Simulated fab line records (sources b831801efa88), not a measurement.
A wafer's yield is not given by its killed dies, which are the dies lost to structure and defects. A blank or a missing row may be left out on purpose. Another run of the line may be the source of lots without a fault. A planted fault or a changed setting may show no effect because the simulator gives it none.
fab line records :: flow sky130
record:
  lots: 5
  wafers: 15
  last-day: 50
route steps=708 shown LDD_P@259 LDD_HVN@267
lots with no fault: from the same line, run without faults
start-h: hours from the record's first day to the start of the lot's first wafer shown :: wait-h: how many hours have passed since the lot's step before this one :: " the same as in the row above :: L1.1+2: one row covering several wafers at once :: - no value, or no start given :: * or withheld: withheld :: < > ~ a bound
route shown NAME@n: names a module that has steps shown in the file, with the first one's number in the route :: usual: mean/standard deviation of fault-free wafers :: same: alike in all rows :: chamber/n: place in a boat :: sites: per-site readings :: _std_site: standard deviation across them :: _edge_site: inner sites' mean taken away from outer sites' mean :: radius-mm: how far each site lies from the wafer's centre :: mask NAME#n: copy n :: behind: the last tool/chamber to shape the wafer :: hold: reason for holding the lot/hours on hold/outcome of the hold :: device: transistor that didn't switch, given as n, p or np :: end of line: tests run on the same wafers once the route is complete :: a step given without rows: its recipe and nothing more :: killed: count of dies lost to structure and defects at first sort (not the wafer's yield) :: map: a wafer's dies, marking killed ones x, the rest . and places with no die _
set.NAME: the setting as run; set.NAME@STEP: as run at that earlier step :: model.NAME: the simulator's own value behind a step, which no gauge read
lots at some steps of the route; a table a step, a row a wafer
services: when a tool's chamber went out of use (start-h, in hours from the record's first day, below 0 if earlier), for how many hours, and the reason
== steps ==
step: SKY_LDD_P_EXPOSE_04
recipe:
  mask-id: PSDM
  na: 0.6
  source-shape: conventional
  sigma-outer: 0.6
  polarization: unpolarized
  target-cd-nm: 380
  dose-mj: 138
step: SKY_LDD_P_PEB_05
recipe:
  temp-c: withheld
  time-s: *
  resist: NOVOLAK
step: SKY_LDD_P_DEVELOP_06
recipe:
  resist: NOVOLAK
  developer: TMAH
  develop-time-s: 60
  dev-temp-c: 23
step: SKY_LDD_P_CD_MEAS_07
recipe:
  target-cd-nm: 380
usual:
  cd-nm: 380.2/2.6
lot.wafer: L841.4
tool: cd-sem-02
chamber: -
start-h: 506.13
wait-h: 0.1
cd-nm: 383.0

lot.wafer: L841.5
tool: cd-sem-02
chamber: -
start-h: 506.13
wait-h: 0.1
cd-nm: 383.0

lot.wafer: L841.6
tool: cd-sem-02
chamber: -
start-h: 506.13
wait-h: 0.1
cd-nm: 381.3

lot.wafer: L848.2
tool: cd-sem-01
chamber: -
start-h: 576.69
wait-h: 0.1
cd-nm: 382.3

lot.wafer: L848.4
tool: cd-sem-01
chamber: -
start-h: 576.69
wait-h: 0.1
cd-nm: 379.0

lot.wafer: L848.6
tool: cd-sem-01
chamber: -
start-h: 576.69
wait-h: 0.1
cd-nm: 385.3

lot.wafer: L852.1
tool: cd-sem-01
chamber: -
start-h: 609.25
wait-h: 0.1
cd-nm: 377.5

lot.wafer: L852.3
tool: cd-sem-01
chamber: -
start-h: 609.25
wait-h: 0.1
cd-nm: 380.0

lot.wafer: L852.4
tool: cd-sem-01
chamber: -
start-h: 609.25
wait-h: 0.1
cd-nm: 378.1

lot.wafer: L853.2
tool: cd-sem-01
chamber: -
start-h: 611.92
wait-h: 0.1
cd-nm: 381.7

lot.wafer: L853.3
tool: cd-sem-01
chamber: -
start-h: 611.92
wait-h: 0.1
cd-nm: 382.6

lot.wafer: L853.6
tool: cd-sem-01
chamber: -
start-h: 611.92
wait-h: 0.1
cd-nm: 383.7

lot.wafer: L856.2
tool: cd-sem-01
chamber: -
start-h: 626.01
wait-h: 0.1
cd-nm: 382.4

lot.wafer: L856.4
tool: cd-sem-01
chamber: -
start-h: 626.01
wait-h: 0.1
cd-nm: 379.8

lot.wafer: L856.5
tool: cd-sem-01
chamber: -
start-h: 626.01
wait-h: 0.1
cd-nm: 379.8
step: SKY_LDD_P_OVL_MEAS_08
usual:
  LDD_P_OVL: -2.1/1.9
lot.wafer: L841.4
tool: overlay-02
chamber: -
start-h: 506.21
wait-h: 0.1
LDD_P_OVL[nm]: -4.0

lot.wafer: L841.5
tool: overlay-02
chamber: -
start-h: 506.21
wait-h: 0.1
LDD_P_OVL[nm]: -5.3

lot.wafer: L841.6
tool: overlay-02
chamber: -
start-h: 506.21
wait-h: 0.1
LDD_P_OVL[nm]: -4.2

lot.wafer: L848.2
tool: overlay-02
chamber: -
start-h: 576.80
wait-h: 0.1
LDD_P_OVL[nm]: -4.1

lot.wafer: L848.4
tool: overlay-02
chamber: -
start-h: 576.80
wait-h: 0.1
LDD_P_OVL[nm]: -3.8

lot.wafer: L848.6
tool: overlay-02
chamber: -
start-h: 576.80
wait-h: 0.1
LDD_P_OVL[nm]: -4.6

lot.wafer: L852.1
tool: overlay-01
chamber: -
start-h: 609.37
wait-h: 0.1
LDD_P_OVL[nm]: -1.9

lot.wafer: L852.3
tool: overlay-01
chamber: -
start-h: 609.37
wait-h: 0.1
LDD_P_OVL[nm]: -3.3

lot.wafer: L852.4
tool: overlay-01
chamber: -
start-h: 609.37
wait-h: 0.1
LDD_P_OVL[nm]: -2.5

lot.wafer: L853.2
tool: overlay-01
chamber: -
start-h: 612.02
wait-h: 0.1
LDD_P_OVL[nm]: -2.4

lot.wafer: L853.3
tool: overlay-01
chamber: -
start-h: 612.02
wait-h: 0.1
LDD_P_OVL[nm]: -5.7

lot.wafer: L853.6
tool: overlay-01
chamber: -
start-h: 612.02
wait-h: 0.1
LDD_P_OVL[nm]: -3.6

lot.wafer: L856.2
tool: overlay-02
chamber: -
start-h: 626.12
wait-h: 0.1
LDD_P_OVL[nm]: 0.9

lot.wafer: L856.4
tool: overlay-02
chamber: -
start-h: 626.12
wait-h: 0.1
LDD_P_OVL[nm]: 0.4

lot.wafer: L856.5
tool: overlay-02
chamber: -
start-h: 626.12
wait-h: 0.1
LDD_P_OVL[nm]: 0.2
step: SKY_LDD_P_IMPLANT_09
recipe:
  species: BF2
  energy-kev: 25
  dose-cm2: 1e+13
  tilt-deg: withheld
step: SKY_LDD_P_STRIP_10
recipe:
  chemistry: O2/N2
  power-w: 1400
  pressure-mtorr: 1500
  platen-temp-c: withheld
  o2-flow-sccm: 3000
  n2-flow-sccm: 300
  overash-fraction: 0.5
usual:
  drypump-motor-current-A: 5.8/0.3
  oes-product-au: 0.716/0.0048
  strip-time-to-endpoint-s: 14.18/0.031
lot.wafer: L841.4
tool: plasma-asher-03
chamber: 1
start-h: 506.41
wait-h: 0.1
drypump-motor-current-A: 5.4
oes-product-au: 0.711
rf-hours-counter-h: -
strip-time-to-endpoint-s: 14.18

lot.wafer: L841.5
tool: plasma-asher-03
chamber: 1
start-h: 506.41
wait-h: 0.1
drypump-motor-current-A: 5.4
oes-product-au: 0.723
rf-hours-counter-h: -
strip-time-to-endpoint-s: 14.17

lot.wafer: L841.6
tool: plasma-asher-03
chamber: 0
start-h: 506.41
wait-h: 0.1
drypump-motor-current-A: 6.0
oes-product-au: 0.723
rf-hours-counter-h: -
strip-time-to-endpoint-s: 14.21

lot.wafer: L848.2
tool: plasma-asher-03
chamber: 1
start-h: 576.98
wait-h: 0.1
drypump-motor-current-A: 5.4
oes-product-au: 0.720
rf-hours-counter-h: 87
strip-time-to-endpoint-s: 14.20

lot.wafer: L848.4
tool: plasma-asher-03
chamber: 0
start-h: 576.98
wait-h: 0.1
drypump-motor-current-A: 5.9
oes-product-au: 0.718
rf-hours-counter-h: -
strip-time-to-endpoint-s: 14.21

lot.wafer: L848.6
tool: plasma-asher-03
chamber: 1
start-h: 576.98
wait-h: 0.1
drypump-motor-current-A: 5.4
oes-product-au: 0.720
rf-hours-counter-h: -
strip-time-to-endpoint-s: 14.19

lot.wafer: L852.1
tool: plasma-asher-01
chamber: 1
start-h: 609.55
wait-h: 0.1
drypump-motor-current-A: 5.5
oes-product-au: 0.716
rf-hours-counter-h: 49
strip-time-to-endpoint-s: 14.24

lot.wafer: L852.3
tool: plasma-asher-01
chamber: 0
start-h: 609.55
wait-h: 0.1
drypump-motor-current-A: 6.1
oes-product-au: 0.714
rf-hours-counter-h: -
strip-time-to-endpoint-s: 14.19

lot.wafer: L852.4
tool: plasma-asher-01
chamber: 1
start-h: 609.55
wait-h: 0.1
drypump-motor-current-A: 5.6
oes-product-au: 0.717
rf-hours-counter-h: -
strip-time-to-endpoint-s: 14.22

lot.wafer: L853.2
tool: plasma-asher-03
chamber: 1
start-h: 612.20
wait-h: 0.1
drypump-motor-current-A: 5.4
oes-product-au: 0.716
rf-hours-counter-h: 90
strip-time-to-endpoint-s: 14.24

lot.wafer: L853.3
tool: plasma-asher-03
chamber: 1
start-h: 612.20
wait-h: 0.1
drypump-motor-current-A: 5.4
oes-product-au: 0.720
rf-hours-counter-h: -
strip-time-to-endpoint-s: 14.18

lot.wafer: L853.6
tool: plasma-asher-03
chamber: 0
start-h: 612.20
wait-h: 0.1
drypump-motor-current-A: 6.0
oes-product-au: 0.718
rf-hours-counter-h: -
strip-time-to-endpoint-s: 14.21

lot.wafer: L856.2
tool: plasma-asher-03
chamber: 1
start-h: 626.30
wait-h: 0.1
drypump-motor-current-A: 5.4
oes-product-au: 0.719
rf-hours-counter-h: 92
strip-time-to-endpoint-s: 14.18

lot.wafer: L856.4
tool: plasma-asher-03
chamber: 0
start-h: 626.30
wait-h: 0.1
drypump-motor-current-A: 6.0
oes-product-au: 0.722
rf-hours-counter-h: -
strip-time-to-endpoint-s: 14.16

lot.wafer: L856.5
tool: plasma-asher-03
chamber: 1
start-h: 626.30
wait-h: 0.1
drypump-motor-current-A: 5.4
oes-product-au: 0.712
rf-hours-counter-h: -
strip-time-to-endpoint-s: 14.13
step: SKY_LDD_P_TW_MEAS_11
usual:
  LDD_P_TW: 636/4.7
lot.wafer: L841.4
tool: film-metro-02
chamber: -
start-h: 506.51
wait-h: 0.1
LDD_P_TW: 638

lot.wafer: L841.5
tool: film-metro-02
chamber: -
start-h: 506.51
wait-h: 0.1
LDD_P_TW: 637

lot.wafer: L841.6
tool: film-metro-02
chamber: -
start-h: 506.51
wait-h: 0.1
LDD_P_TW: 640

lot.wafer: L848.2
tool: film-metro-02
chamber: -
start-h: 577.09
wait-h: 0.1
LDD_P_TW: 644

lot.wafer: L848.4
tool: film-metro-02
chamber: -
start-h: 577.09
wait-h: 0.1
LDD_P_TW: 642

lot.wafer: L848.6
tool: film-metro-02
chamber: -
start-h: 577.09
wait-h: 0.1
LDD_P_TW: 645

lot.wafer: L852.1
tool: film-metro-03
chamber: -
start-h: 609.65
wait-h: 0.1
LDD_P_TW: 636

lot.wafer: L852.3
tool: film-metro-03
chamber: -
start-h: 609.65
wait-h: 0.1
LDD_P_TW: 635

lot.wafer: L852.4
tool: film-metro-03
chamber: -
start-h: 609.65
wait-h: 0.1
LDD_P_TW: 630

lot.wafer: L853.2
tool: film-metro-02
chamber: -
start-h: 612.31
wait-h: 0.1
LDD_P_TW: 640

lot.wafer: L853.3
tool: film-metro-02
chamber: -
start-h: 612.31
wait-h: 0.1
LDD_P_TW: 639

lot.wafer: L853.6
tool: film-metro-02
chamber: -
start-h: 612.31
wait-h: 0.1
LDD_P_TW: 638

lot.wafer: L856.2
tool: film-metro-04
chamber: -
start-h: 626.41
wait-h: 0.1
LDD_P_TW: 628

lot.wafer: L856.4
tool: film-metro-04
chamber: -
start-h: 626.41
wait-h: 0.1
LDD_P_TW: 628

lot.wafer: L856.5
tool: film-metro-04
chamber: -
start-h: 626.41
wait-h: 0.1
LDD_P_TW: 628
step: SKY_LDD_HVN_DEHYDRATE_00
recipe:
  temp-c: 200
  time-s: 60
step: SKY_LDD_HVN_HMDS_01
recipe:
  prime-time-s: 60
  prime-temp-c: 120
step: SKY_LDD_HVN_COAT_02
recipe:
  resist: NOVOLAK
  spin-rpm: 3000
  resist-thk-nm: 300
step: SKY_LDD_HVN_SOFTBAKE_03
recipe:
  temp-c: 90
  time-s: 60
  resist: NOVOLAK
step: SKY_LDD_HVN_EXPOSE_04
recipe:
  mask-id: HVNTM
  na: 0.6
  source-shape: conventional
  sigma-outer: 0.6
  polarization: unpolarized
  target-cd-nm: 700
  dose-mj: 127
lot.wafer: L841.4+5+6
tool: iline-stepper-01
chamber: 0
start-h: 521.83
wait-h: -
mask: HVPTM#0

lot.wafer: L848.2+4+6
tool: iline-stepper-01
chamber: 0
start-h: 591.96
wait-h: -
mask: HVNTM#0

lot.wafer: L852.1+3+4
tool: iline-stepper-02
chamber: 0
start-h: 624.00
wait-h: -
mask: HVNTM#0

lot.wafer: L853.2+3+6
tool: iline-stepper-02
chamber: 0
start-h: 626.61
wait-h: -
mask: HVNTM#0

lot.wafer: L856.2+4+5
tool: iline-stepper-01
chamber: 0
start-h: 641.28
wait-h: -
mask: HVNTM#0
step: SKY_LDD_HVN_PEB_05
recipe:
  temp-c: withheld
  time-s: *
  resist: NOVOLAK
step: SKY_LDD_HVN_DEVELOP_06
recipe:
  resist: NOVOLAK
  developer: TMAH
  develop-time-s: 60
  dev-temp-c: 23
step: SKY_LDD_HVN_OVL_MEAS_07
usual:
  LDD_HVN_OVL: -0.6/1.3
lot.wafer: L841.4
tool: overlay-01
chamber: -
start-h: 536.49
wait-h: 0.1
LDD_HVN_OVL[nm]: -

lot.wafer: L841.5
tool: overlay-01
chamber: -
start-h: 536.49
wait-h: 0.1
LDD_HVN_OVL[nm]: -

lot.wafer: L841.6
tool: overlay-01
chamber: -
start-h: 536.49
wait-h: 0.1
LDD_HVN_OVL[nm]: -

lot.wafer: L848.2
tool: overlay-01
chamber: -
start-h: 606.75
wait-h: 0.1
LDD_HVN_OVL[nm]: 0.9

lot.wafer: L848.4
tool: overlay-01
chamber: -
start-h: 606.75
wait-h: 0.1
LDD_HVN_OVL[nm]: -0.6

lot.wafer: L848.6
tool: overlay-01
chamber: -
start-h: 606.75
wait-h: 0.1
LDD_HVN_OVL[nm]: -0.1

lot.wafer: L852.1
tool: overlay-02
chamber: -
start-h: 637.82
wait-h: 0.1
LDD_HVN_OVL[nm]: -1.0

lot.wafer: L852.3
tool: overlay-02
chamber: -
start-h: 637.82
wait-h: 0.1
LDD_HVN_OVL[nm]: -1.1

lot.wafer: L852.4
tool: overlay-02
chamber: -
start-h: 637.82
wait-h: 0.1
LDD_HVN_OVL[nm]: -0.2

lot.wafer: L853.2
tool: overlay-01
chamber: -
start-h: 640.93
wait-h: 0.1
LDD_HVN_OVL[nm]: 0.0

lot.wafer: L853.3
tool: overlay-01
chamber: -
start-h: 640.93
wait-h: 0.1
LDD_HVN_OVL[nm]: -0.7

lot.wafer: L853.6
tool: overlay-01
chamber: -
start-h: 640.93
wait-h: 0.1
LDD_HVN_OVL[nm]: -1.7

lot.wafer: L856.2
tool: overlay-01
chamber: -
start-h: 655.60
wait-h: 0.1
LDD_HVN_OVL[nm]: 1.4

lot.wafer: L856.4
tool: overlay-01
chamber: -
start-h: 655.60
wait-h: 0.1
LDD_HVN_OVL[nm]: 0.0

lot.wafer: L856.5
tool: overlay-01
chamber: -
start-h: 655.60
wait-h: 0.1
LDD_HVN_OVL[nm]: -0.4
step: SKY_LDD_HVN_IMPLANT_08
recipe:
  species: P
  energy-kev: 60
  dose-cm2: 3e+13
  tilt-deg: 40
step: SKY_LDD_HVN_STRIP_09
recipe:
  chemistry: O2/N2
  power-w: 1400
  pressure-mtorr: 1500
  platen-temp-c: withheld
  o2-flow-sccm: 3000
  n2-flow-sccm: 300
  overash-fraction: 0.5
usual:
  drypump-motor-current-A: 5.6/0.43
  oes-product-au: 0.408/0.0045
  strip-time-to-endpoint-s: 4.133/0.014
lot.wafer: L841.4
tool: plasma-asher-02
chamber: 1
start-h: 536.69
wait-h: 0.1
drypump-motor-current-A: 4.7
oes-product-au: 0.402
rf-hours-counter-h: -
strip-time-to-endpoint-s: 4.122

lot.wafer: L841.5
tool: plasma-asher-02
chamber: 0
start-h: 536.69
wait-h: 0.1
drypump-motor-current-A: 5.7
oes-product-au: 0.410
rf-hours-counter-h: -
strip-time-to-endpoint-s: 4.123

lot.wafer: L841.6
tool: plasma-asher-02
chamber: 1
start-h: 536.69
wait-h: 0.1
drypump-motor-current-A: 4.8
oes-product-au: 0.403
rf-hours-counter-h: -
strip-time-to-endpoint-s: 4.124

lot.wafer: L848.2
tool: plasma-asher-02
chamber: 1
start-h: 606.93
wait-h: 0.1
drypump-motor-current-A: 4.8
oes-product-au: 0.405
rf-hours-counter-h: 77
strip-time-to-endpoint-s: 4.140

lot.wafer: L848.4
tool: plasma-asher-02
chamber: 1
start-h: 606.93
wait-h: 0.1
drypump-motor-current-A: 4.8
oes-product-au: 0.413
rf-hours-counter-h: -
strip-time-to-endpoint-s: 4.139

lot.wafer: L848.6
tool: plasma-asher-02
chamber: 1
start-h: 606.93
wait-h: 0.1
drypump-motor-current-A: 4.8
oes-product-au: 0.411
rf-hours-counter-h: -
strip-time-to-endpoint-s: 4.136

lot.wafer: L852.1
tool: plasma-asher-03
chamber: 0
start-h: 638.01
wait-h: 0.1
drypump-motor-current-A: 6.0
oes-product-au: 0.413
rf-hours-counter-h: 93
strip-time-to-endpoint-s: 4.116

lot.wafer: L852.3
tool: plasma-asher-03
chamber: 1
start-h: 638.01
wait-h: 0.1
drypump-motor-current-A: 5.4
oes-product-au: 0.404
rf-hours-counter-h: -
strip-time-to-endpoint-s: 4.121

lot.wafer: L852.4
tool: plasma-asher-03
chamber: 0
start-h: 638.01
wait-h: 0.1
drypump-motor-current-A: 6.0
oes-product-au: 0.406
rf-hours-counter-h: -
strip-time-to-endpoint-s: 4.136

lot.wafer: L853.2
tool: plasma-asher-03
chamber: 1
start-h: 641.11
wait-h: 0.1
drypump-motor-current-A: 5.4
oes-product-au: 0.409
rf-hours-counter-h: 93
strip-time-to-endpoint-s: 4.144

lot.wafer: L853.3
tool: plasma-asher-03
chamber: 1
start-h: 641.11
wait-h: 0.1
drypump-motor-current-A: 5.4
oes-product-au: 0.413
rf-hours-counter-h: -
strip-time-to-endpoint-s: 4.151

lot.wafer: L853.6
tool: plasma-asher-03
chamber: 0
start-h: 641.11
wait-h: 0.1
drypump-motor-current-A: 6.0
oes-product-au: 0.401
rf-hours-counter-h: -
strip-time-to-endpoint-s: 4.140

lot.wafer: L856.2
tool: plasma-asher-02
chamber: 0
start-h: 655.78
wait-h: 0.1
drypump-motor-current-A: 5.8
oes-product-au: 0.407
rf-hours-counter-h: 82
strip-time-to-endpoint-s: 4.143

lot.wafer: L856.4
tool: plasma-asher-02
chamber: 1
start-h: 655.78
wait-h: 0.1
drypump-motor-current-A: 4.8
oes-product-au: 0.408
rf-hours-counter-h: -
strip-time-to-endpoint-s: 4.130

lot.wafer: L856.5
tool: plasma-asher-02
chamber: 1
start-h: 655.78
wait-h: 0.1
drypump-motor-current-A: 4.8
oes-product-au: 0.402
rf-hours-counter-h: -
strip-time-to-endpoint-s: 4.141
step: SKY_LDD_HVN_TW_MEAS_10
usual:
  LDD_HVN_TW: 1434/10
lot.wafer: L841.4
tool: film-metro-03
chamber: -
start-h: 536.79
wait-h: 0.1
hold: await-dispo/0.2h/release
LDD_HVN_TW: 30

lot.wafer: L841.5
tool: film-metro-03
chamber: -
start-h: 536.79
wait-h: 0.1
hold: await-dispo/0.2h/release
LDD_HVN_TW: 30

lot.wafer: L841.6
tool: film-metro-03
chamber: -
start-h: 536.79
wait-h: 0.1
hold: await-dispo/0.2h/release
LDD_HVN_TW: 30

lot.wafer: L841.4
tool: film-metro-03
chamber: -
start-h: 537.01
wait-h: 0.2
hold: -
LDD_HVN_TW: 30

lot.wafer: L841.5
tool: film-metro-03
chamber: -
start-h: 537.01
wait-h: 0.2
hold: -
LDD_HVN_TW: 30

lot.wafer: L841.6
tool: film-metro-03
chamber: -
start-h: 537.01
wait-h: 0.2
hold: -
LDD_HVN_TW: 30

lot.wafer: L848.2
tool: film-metro-01
chamber: -
start-h: 607.04
wait-h: 0.1
hold: -
LDD_HVN_TW: 1423

lot.wafer: L848.4
tool: film-metro-01
chamber: -
start-h: 607.04
wait-h: 0.1
hold: -
LDD_HVN_TW: 1423

lot.wafer: L848.6
tool: film-metro-01
chamber: -
start-h: 607.04
wait-h: 0.1
hold: -
LDD_HVN_TW: 1426

lot.wafer: L852.1
tool: film-metro-03
chamber: -
start-h: 638.11
wait-h: 0.1
hold: -
LDD_HVN_TW: 1439

lot.wafer: L852.3
tool: film-metro-03
chamber: -
start-h: 638.11
wait-h: 0.1
hold: -
LDD_HVN_TW: 1432

lot.wafer: L852.4
tool: film-metro-03
chamber: -
start-h: 638.11
wait-h: 0.1
hold: -
LDD_HVN_TW: 1435

lot.wafer: L853.2
tool: film-metro-02
chamber: -
start-h: 641.22
wait-h: 0.1
hold: -
LDD_HVN_TW: 1454

lot.wafer: L853.3
tool: film-metro-02
chamber: -
start-h: 641.22
wait-h: 0.1
hold: -
LDD_HVN_TW: 1460

lot.wafer: L853.6
tool: film-metro-02
chamber: -
start-h: 641.22
wait-h: 0.1
hold: -
LDD_HVN_TW: 1451

lot.wafer: L856.2
tool: film-metro-02
chamber: -
start-h: 655.89
wait-h: 0.1
hold: -
LDD_HVN_TW: 1436

lot.wafer: L856.4
tool: film-metro-02
chamber: -
start-h: 655.89
wait-h: 0.1
hold: -
LDD_HVN_TW: 1437

lot.wafer: L856.5
tool: film-metro-02
chamber: -
start-h: 655.89
wait-h: 0.1
hold: -
LDD_HVN_TW: 1447
== services ==
tool: iline-stepper-01
chamber: -
start-h: 482.66
hours: 18.8
kind: repair

tool: plasma-asher-01
chamber: -
start-h: 495.33
hours: 0.6
kind: repair

tool: plasma-asher-03
chamber: -
start-h: 496.51
hours: 2.9
kind: repair

tool: iline-stepper-02
chamber: -
start-h: 501.51
hours: 1.7
kind: pm

tool: iline-stepper-02
chamber: -
start-h: 588.24
hours: 2.1
kind: pm

tool: iline-stepper-02
chamber: -
start-h: 590.33
hours: -
kind: consumable-replace:lamp

tool: plasma-asher-02
chamber: -
start-h: 600.78
hours: 2.1
kind: repair

tool: iline-stepper-01
chamber: -
start-h: 611.02
hours: 0.6
kind: repair

tool: iline-stepper-02
chamber: -
start-h: 635.22
hours: 0.8
kind: pm

tool: iline-stepper-01
chamber: -
start-h: 643.06
hours: 1.7
kind: pm
== key ==
first-sign:
  step: SKY_LDD_HVN_EXPOSE_04
  reading: mask
  direction: changed
effect:
  step: SKY_LDD_HVN_OVL_MEAS_07
  reading: LDD_HVN_OVL
  direction: missing
effect:
  step: SKY_LDD_HVN_TW_MEAS_10
  reading: visit
  direction: added
effect:
  step: SKY_LDD_HVN_TW_MEAS_10
  reading: LDD_HVN_TW
  direction: down
  sigmas: 99+
  usual: 1434
  struck: 30
met-at SKY_LDD_HVN_EXPOSE_04
struck-wafers L841.4,L841.5,L841.6
scrapped-behind SKY_LDD_HVN_TW_MEAS_10 L841.4,L841.5,L841.6
fault:
  kind: wrong-mask
  tool: any
  chamber: -
  onset-h: 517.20
  steps: SKY_LDD_HVN_EXPOSE_04
  aux-copy: HVPTM#0
  scope: struck-lots-only
